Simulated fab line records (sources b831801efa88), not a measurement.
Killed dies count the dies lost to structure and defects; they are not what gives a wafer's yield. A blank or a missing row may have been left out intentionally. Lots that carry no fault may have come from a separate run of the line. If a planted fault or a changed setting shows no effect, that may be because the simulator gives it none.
What tool caused it? / flow sfqLine / Sampling: 14 lots, 42 wafers, 3 of 325 route steps

## WHAT EACH GAUGE READ, for each wafer
SFQ_I7_OVL_MEAS_947. Usual: I7_OVL -2 nm, standard deviation 5.9.
lot=L764; measured=day 86 21:28; on=overlay-02; I7_OVL (nm)=3 2 3; flag=
lot=L765; measured=day 87 02:16; on=overlay-02; I7_OVL (nm)=-2 -2 -3; flag=
lot=L767; measured=day 87 11:28; on=overlay-02; I7_OVL (nm)=-3 -2 -4; flag=
lot=L772; measured=day 89 10:31; on=overlay-01; I7_OVL (nm)=4 10 3; flag=
lot=L774; measured=day 89 17:43; on=overlay-01; I7_OVL (nm)=-8 -11 -9; flag=
lot=L776; measured=day 90 02:07; on=overlay-02; I7_OVL (nm)=6 2 6; flag=
lot=L778; measured=day 90 11:43; on=overlay-02; I7_OVL (nm)=3 5 0; flag=
lot=L777; measured=day 90 16:40; on=overlay-01; I7_OVL (nm)=-3 2 -6; flag=
lot=L780; measured=day 91 01:48; on=overlay-02; I7_OVL (nm)=2 0 1; flag=
lot=L782; measured=day 91 04:42; on=overlay-02; I7_OVL (nm)=2 -12 -1; flag=
lot=L783; measured=day 91 05:55; on=overlay-02; I7_OVL (nm)=-3 -2 -5; flag=
lot=L784; measured=day 92 10:16; on=overlay-02; I7_OVL (nm)=-9 -5 -14; flag=
lot=L785; measured=day 93 07:38; on=overlay-02; I7_OVL (nm)=-2 2 1; flag=
lot=L786; measured=day 93 12:14; on=overlay-01; I7_OVL (nm)=-12 -5 -10; flag=

## EACH LOT AND THE TOOL THAT RAN IT (in order: tool; ch and the chambers of the sampled wafers; start)
lot=L764; SFQ_TRILAYER_I4_DEP_PECVD_099=pecvd-03 ch 0,1,2, day 44 11:48; SFQ_TRILAYER_I4_CMP_CMP_100=cmp-02 ch 1,2,3, day 44 16:20
lot=L765; SFQ_TRILAYER_I4_DEP_PECVD_099=pecvd-01 ch 0,1,2, day 50 22:38; SFQ_TRILAYER_I4_CMP_CMP_100=cmp-02 ch 0,2,3, day 50 23:13
lot=L767; SFQ_TRILAYER_I4_DEP_PECVD_099=pecvd-01 ch 0,1,2, day 51 15:52; SFQ_TRILAYER_I4_CMP_CMP_100=cmp-01 ch 0,1,3, day 51 17:49
lot=L772; SFQ_TRILAYER_I4_DEP_PECVD_099=pecvd-01 ch 0,1,2, day 58 22:58; SFQ_TRILAYER_I4_CMP_CMP_100=cmp-01 ch 1,2, day 59 00:38
lot=L774; SFQ_TRILAYER_I4_DEP_PECVD_099=pecvd-01 ch 1,2, day 59 12:16; SFQ_TRILAYER_I4_CMP_CMP_100=cmp-02 ch 0,1,2, day 59 12:50
lot=L776; SFQ_TRILAYER_I4_DEP_PECVD_099=pecvd-02 ch 1,2, day 60 02:47; SFQ_TRILAYER_I4_CMP_CMP_100=cmp-02 ch 0,1,2, day 60 05:52
lot=L778; SFQ_TRILAYER_I4_DEP_PECVD_099=pecvd-03 ch 1,2, day 60 09:29; SFQ_TRILAYER_I4_CMP_CMP_100=cmp-01 ch 0,2,3, day 60 19:22
lot=L777; SFQ_TRILAYER_I4_DEP_PECVD_099=pecvd-02 ch 0,1,2, day 60 13:04; SFQ_TRILAYER_I4_CMP_CMP_100=cmp-02 ch 0,1, day 61 04:13
lot=L780; SFQ_TRILAYER_I4_DEP_PECVD_099=pecvd-03 ch 0,2, day 61 16:53; SFQ_TRILAYER_I4_CMP_CMP_100=cmp-01 ch 0,1, day 62 09:02
lot=L782; SFQ_TRILAYER_I4_DEP_PECVD_099=pecvd-03 ch 0,1,2, day 62 20:03; SFQ_TRILAYER_I4_CMP_CMP_100=cmp-02 ch 1,2,3, day 63 09:00
lot=L783; SFQ_TRILAYER_I4_DEP_PECVD_099=pecvd-02 ch 0,2, day 63 02:58; SFQ_TRILAYER_I4_CMP_CMP_100=cmp-02 ch 0,1,3, day 63 15:00
lot=L784; SFQ_TRILAYER_I4_DEP_PECVD_099=pecvd-02 ch 0,1,2, day 63 10:10; SFQ_TRILAYER_I4_CMP_CMP_100=cmp-01 ch 1,2, day 63 20:02
lot=L785; SFQ_TRILAYER_I4_DEP_PECVD_099=pecvd-02 ch 0,1,2, day 63 15:01; SFQ_TRILAYER_I4_CMP_CMP_100=cmp-02 ch 2,3, day 64 02:30
lot=L786; SFQ_TRILAYER_I4_DEP_PECVD_099=pecvd-02 ch 0,1,2, day 63 22:10; SFQ_TRILAYER_I4_CMP_CMP_100=cmp-02 ch 2,3, day 64 08:00
- SFQ_TRILAYER_I4_DEP_PECVD_099: deposits SiO2 from SiH4/N2O, time 111.11 s, target thk 500 nm.
- SFQ_TRILAYER_I4_CMP_CMP_100: polishes SiO2.

## AS READ BY THE TOOLS THEMSELVES (means over the sampled wafers that have a number; for cases with no such wafer, the mark the record gives instead)
SFQ_TRILAYER_I4_DEP_PECVD_099. Usual: heaterPowerW 80 W, standard deviation 11; rfFwdPowerW 182.3 W, standard deviation 0.66; showerheadVppV 852 V, standard deviation 29; throttleValvePct 23.5 %, standard deviation 0.83.
lot=L764; tool=pecvd-03; heaterPowerW (W)=81; rfFwdPowerW (W)=182.3; showerheadVppV (V)=859; throttleValvePct (%)=24.0; flag=
lot=L765; tool=pecvd-01; heaterPowerW (W)=85; rfFwdPowerW (W)=181.6; showerheadVppV (V)=841; throttleValvePct (%)=22.9; flag=
lot=L767; tool=pecvd-01; heaterPowerW (W)=85; rfFwdPowerW (W)=181.7; showerheadVppV (V)=842; throttleValvePct (%)=23.2; flag=
lot=L772; tool=pecvd-01; heaterPowerW (W)=87; rfFwdPowerW (W)=153.2; showerheadVppV (V)=772; throttleValvePct (%)=23.5; flag=OFF
lot=L774; tool=pecvd-01; heaterPowerW (W)=87; rfFwdPowerW (W)=153.4; showerheadVppV (V)=775; throttleValvePct (%)=22.6; flag=OFF
lot=L776; tool=pecvd-02; heaterPowerW (W)=79; rfFwdPowerW (W)=181.6; showerheadVppV (V)=862; throttleValvePct (%)=23.2; flag=
lot=L778; tool=pecvd-03; heaterPowerW (W)=88; rfFwdPowerW (W)=182.9; showerheadVppV (V)=844; throttleValvePct (%)=24.3; flag=
lot=L777; tool=pecvd-02; heaterPowerW (W)=79; rfFwdPowerW (W)=182.5; showerheadVppV (V)=853; throttleValvePct (%)=23.1; flag=
lot=L780; tool=pecvd-03; heaterPowerW (W)=78; rfFwdPowerW (W)=182.5; showerheadVppV (V)=884; throttleValvePct (%)=24.1; flag=
lot=L782; tool=pecvd-03; heaterPowerW (W)=78; rfFwdPowerW (W)=182.4; showerheadVppV (V)=869; throttleValvePct (%)=24.4; flag=
lot=L783; tool=pecvd-02; heaterPowerW (W)=90; rfFwdPowerW (W)=181.7; showerheadVppV (V)=858; throttleValvePct (%)=23.6; flag=
lot=L784; tool=pecvd-02; heaterPowerW (W)=82; rfFwdPowerW (W)=182.0; showerheadVppV (V)=848; throttleValvePct (%)=23.2; flag=
lot=L785; tool=pecvd-02; heaterPowerW (W)=76; rfFwdPowerW (W)=182.9; showerheadVppV (V)=848; throttleValvePct (%)=23.2; flag=
lot=L786; tool=pecvd-02; heaterPowerW (W)=82; rfFwdPowerW (W)=181.9; showerheadVppV (V)=853; throttleValvePct (%)=23.3; flag=

SFQ_TRILAYER_I4_CMP_CMP_100. Usual: motorCurrentA 10.1 A, standard deviation 1; timeToEndpointS 216 s, standard deviation 6.4.
lot=L764; tool=cmp-02; motorCurrentA (A)=10.8; timeToEndpointS (s)=210; flag=
lot=L765; tool=cmp-02; motorCurrentA (A)=9.7; timeToEndpointS (s)=216; flag=
lot=L767; tool=cmp-01; motorCurrentA (A)=9.8; timeToEndpointS (s)=222; flag=
lot=L772; tool=cmp-01; motorCurrentA (A)=9.9; timeToEndpointS (s)=202; flag=
lot=L774; tool=cmp-02; motorCurrentA (A)=10.4; timeToEndpointS (s)=197; flag=
lot=L776; tool=cmp-02; motorCurrentA (A)=10.6; timeToEndpointS (s)=209; flag=
lot=L778; tool=cmp-01; motorCurrentA (A)=10.0; timeToEndpointS (s)=221; flag=
lot=L777; tool=cmp-02; motorCurrentA (A)=9.7; timeToEndpointS (s)=215; flag=
lot=L780; tool=cmp-01; motorCurrentA (A)=9.6; timeToEndpointS (s)=209; flag=
lot=L782; tool=cmp-02; motorCurrentA (A)=10.7; timeToEndpointS (s)=210; flag=
lot=L783; tool=cmp-02; motorCurrentA (A)=9.8; timeToEndpointS (s)=210; flag=
lot=L784; tool=cmp-01; motorCurrentA (A)=9.9; timeToEndpointS (s)=222; flag=
lot=L785; tool=cmp-02; motorCurrentA (A)=10.1; timeToEndpointS (s)=220; flag=
lot=L786; tool=cmp-02; motorCurrentA (A)=10.5; timeToEndpointS (s)=218; flag=

## THE ANSWER, worked out from the rows above alone
Rule: take the mean of a lot's wafers that have a number; if it is more than 3 standard deviations from the usual mean, the lot is off. A lot without any number at a reading at which 4 lots or more have one is off too. Where the step has rows for the other lots, those lots are counted as sound. Order of review: gauges by route order, followed by the tools' own readings, for which a lot's mean as printed above is used. At the first step where some lot is off, the reading lying furthest off is the one used; lots without a number count as furthest.
Off: L772, L774, at SFQ_TRILAYER_I4_DEP_PECVD_099 (rfFwdPowerW).
A tool fits if, at that step or a process step before it, it ran every lot that is off, and no sound lot after the first of them. One fits: SFQ_TRILAYER_I4_DEP_PECVD_099 on pecvd-01. A fault onset in the window from L767 (day 51 15:52, its last sound lot) to L772 (day 58 22:58, its first lot off) fits.
The tool's own readings at SFQ_TRILAYER_I4_DEP_PECVD_099 bear it out: on the lots that are off they differ by more than 5 times the standard deviation of the sound lots' means. rfFwdPowerW reads 153.3 W there against 182.2 W on the sound lots; showerheadVppV reads 774 V there against 855 V on the sound lots.

## WHAT HAD BEEN PUT IN BY THE SIMULATOR
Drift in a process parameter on pecvd-01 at SFQ_TRILAYER_I4_DEP_PECVD_099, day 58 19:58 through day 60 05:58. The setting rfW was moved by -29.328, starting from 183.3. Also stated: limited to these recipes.
Lots struck among those shown: L772, L774. Same finding as the rule above.
